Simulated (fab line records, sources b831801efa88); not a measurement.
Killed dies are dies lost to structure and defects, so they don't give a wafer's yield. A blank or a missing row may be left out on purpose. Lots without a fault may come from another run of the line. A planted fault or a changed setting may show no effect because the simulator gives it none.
Which tool did it? | flow gf180mcu | 12 lots, 36 wafers sampled, at 5 steps of a route of 602

WHAT THE GAUGES READ, wafer by wafer
GF_PSD_RS_MEAS_15: measures by four-point-probe.
lot  | measured     | on            | PSD_RS (ohm/sq)
L883 | day 14 08:44 | film_metro-02 | 108.80 108.70 108.73
L884 | day 14 13:14 | film_metro-02 | 108.43 108.52 108.55
L885 | day 14 17:52 | film_metro-03 | 108.09 107.87 108.02
L888 | day 15 20:47 | film_metro-04 | 108.07 108.44 108.28
L891 | day 17 09:27 | film_metro-02 | 108.67 108.69 108.41
L892 | day 17 13:35 | film_metro-03 | 108.71 108.87 108.86
L894 | day 18 12:49 | film_metro-03 | 108.06 108.40 108.32
L900 | day 20 08:44 | film_metro-02 | 108.08 108.09 108.48
L898 | day 20 09:01 | film_metro-03 | 108.46 108.77 108.23
L901 | day 20 20:46 | film_metro-03 | 108.65 108.40 108.39
L902 | day 21 05:10 | film_metro-02 | 108.63 108.78 108.30
L904 | day 21 12:49 | film_metro-04 | 108.72 108.28 108.52

GF_SALICIDE_THK_MEAS_05: measures by xrf.
lot  | measured     | on            | SALICIDE_TIN_THK (nm)
L883 | day 15 06:29 | film_metro-02 | 19.52 19.67 19.66
L884 | day 15 10:05 | film_metro-02 | 19.14 19.37 19.28
L885 | day 15 15:20 | film_metro-01 | 19.43 19.50 19.10
L888 | day 16 19:35 | film_metro-01 | 19.64 19.70 19.52
L891 | day 18 09:00 | film_metro-01 | 19.82 19.95 19.99
L892 | day 18 13:25 | film_metro-01 | 19.70 19.66 19.46
L894 | day 19 13:40 | film_metro-04 | 19.32 18.96 19.05
L900 | day 21 09:37 | film_metro-04 | 19.53 19.60 19.99
L898 | day 21 09:48 | film_metro-01 | 19.75 20.05 19.29
L901 | day 21 20:44 | film_metro-01 | 19.68 19.38 19.67
L902 | day 22 04:54 | film_metro-04 | 19.84 19.82 19.69
L904 | day 22 12:50 | film_metro-04 | 19.33 19.49 18.65

GF_CONTACT_THK_MEAS_01.
lot  | measured     | on            | CONTACT_CVD_00_THK (nm)
L883 | day 15 06:53 | film_metro-03 | 308 294 300
L884 | day 15 10:30 | film_metro-03 | 301 307 299
L885 | day 15 15:44 | film_metro-01 | 294 299 300
L888 | day 16 20:00 | film_metro-01 | 303 295 304
L891 | day 18 09:23 | film_metro-01 | 298 295 298
L892 | day 18 13:49 | film_metro-01 | 305 310 308
L894 | day 19 14:04 | film_metro-01 | 286 305 307
L900 | day 21 10:13 | film_metro-02 | 298 291 301
L898 | day 21 10:13 | film_metro-01 | 304 299 301
L901 | day 21 21:14 | film_metro-03 | 304 302 301
L902 | day 22 05:23 | film_metro-03 | 298 303 302
L904 | day 22 13:14 | film_metro-02 | 293 298 299

GF_CONTACT_THK_MEAS_03.
lot  | measured     | on            | CONTACT_CVD_02_THK (nm)
L883 | day 15 07:01 | film_metro-02 | 849 837 854
L884 | day 15 10:38 | film_metro-02 | 846 854 871
L885 | day 15 15:52 | film_metro-03 | 850 860 865
L888 | day 16 20:08 | film_metro-01 | 844 859 873
L891 | day 18 09:31 | film_metro-02 | 842 851 860
L892 | day 18 13:57 | film_metro-02 | 854 847 855
L894 | day 19 14:12 | film_metro-02 | 857 856 860
L900 | day 21 10:20 | film_metro-02 | 839 832 875
L898 | day 21 10:20 | film_metro-01 | 854 860 869
L901 | day 21 21:22 | film_metro-01 | 864 881 1127 864 880 1128
L902 | day 22 05:31 | film_metro-01 | 866 1113 1148 865 1114 1149
L904 | day 22 13:22 | film_metro-02 | 849 837 856

WHICH TOOL RAN EACH LOT (tool, then ch and the chambers of the sampled wafers, then the start)
lot  | GF_CONTACT_CVD_02
L883 | pecvd-01 ch 0,1,2, day 15 06:57
L884 | pecvd-03 ch 0,1,2, day 15 10:34
L885 | pecvd-02 ch 1,2, day 15 15:48
L888 | pecvd-03 ch 1,2, day 16 20:04
L891 | pecvd-01 ch 1,2, day 18 09:26
L892 | pecvd-02 ch 0,1,2, day 18 13:53
L894 | pecvd-01 ch 1,2, day 19 14:08
L900 | pecvd-02 ch 0,1,2, day 21 10:16
L898 | pecvd-01 ch 0,1,2, day 21 10:16
L901 | pecvd-03 ch 0,1,2, day 21 21:18
L902 | pecvd-03 ch 0,2, day 22 05:27
L904 | pecvd-02 ch 0,1,2, day 22 13:18
- GF_CONTACT_CVD_02: deposits SiO2 from TEOS, target thk 860 nm, time 95.992 s.

WHAT THE TOOLS THEMSELVES READ (means of the sampled wafers that have a number; where no wafer has one, the mark that the record gives instead)
GF_CONTACT_CVD_02.
lot  | tool     | heater_power_w (W) | susceptor_temp_C (C)
L883 | pecvd-01 | 637                | 400.22
L884 | pecvd-03 | 692                | 400.08
L885 | pecvd-02 | 662                | 399.97
L888 | pecvd-03 | 733                | 399.91
L891 | pecvd-01 | 663                | 400.26
L892 | pecvd-02 | 604                | 399.88
L894 | pecvd-01 | 628                | 400.03
L900 | pecvd-02 | 666                | 400.12
L898 | pecvd-01 | 657                | 400.21
L901 | pecvd-03 | 651                | 400.09
L902 | pecvd-03 | 679                | 400.32
L904 | pecvd-02 | 645                | 399.91

THE ANSWER, worked out from the rows above alone
Rule: what is usual is taken from the lots themselves. Put in order of their means at a reading, lots are off if they are a third of the lots or fewer, leave a main group of 4 or more, and stand apart from it by a gap of 3 or more times the standard deviation of the main group's means; of several such gaps the widest counts. A main group whose means are all the same, to the digits that the tables above print for the reading, isn't used. A lot without any number at a reading at which 4 lots or more have one is off too. The other lots that the step has rows for count as sound. The gauges are gone through in route order, then the tools' own readings, and for those a lot's mean is taken as printed above. The first step at which some lot is off is used, and at that step the reading that is off furthest; a lot without a number counts as furthest.
Off: L901, L902, at GF_CONTACT_THK_MEAS_03 (CONTACT_CVD_02_THK). The main group: mean 854 nm, standard deviation 5.
A tool fits if, at a process step before that reading, it ran every lot that is off, and no sound lot after the first of them. The gauges at GF_CONTACT_THK_MEAS_03 are tried like those tools. Can't be told from this: 2 tools fit, pecvd-03 at GF_CONTACT_CVD_02, film_metro-01 at GF_CONTACT_THK_MEAS_03.

WHAT THE SIMULATOR HAD PUT IN
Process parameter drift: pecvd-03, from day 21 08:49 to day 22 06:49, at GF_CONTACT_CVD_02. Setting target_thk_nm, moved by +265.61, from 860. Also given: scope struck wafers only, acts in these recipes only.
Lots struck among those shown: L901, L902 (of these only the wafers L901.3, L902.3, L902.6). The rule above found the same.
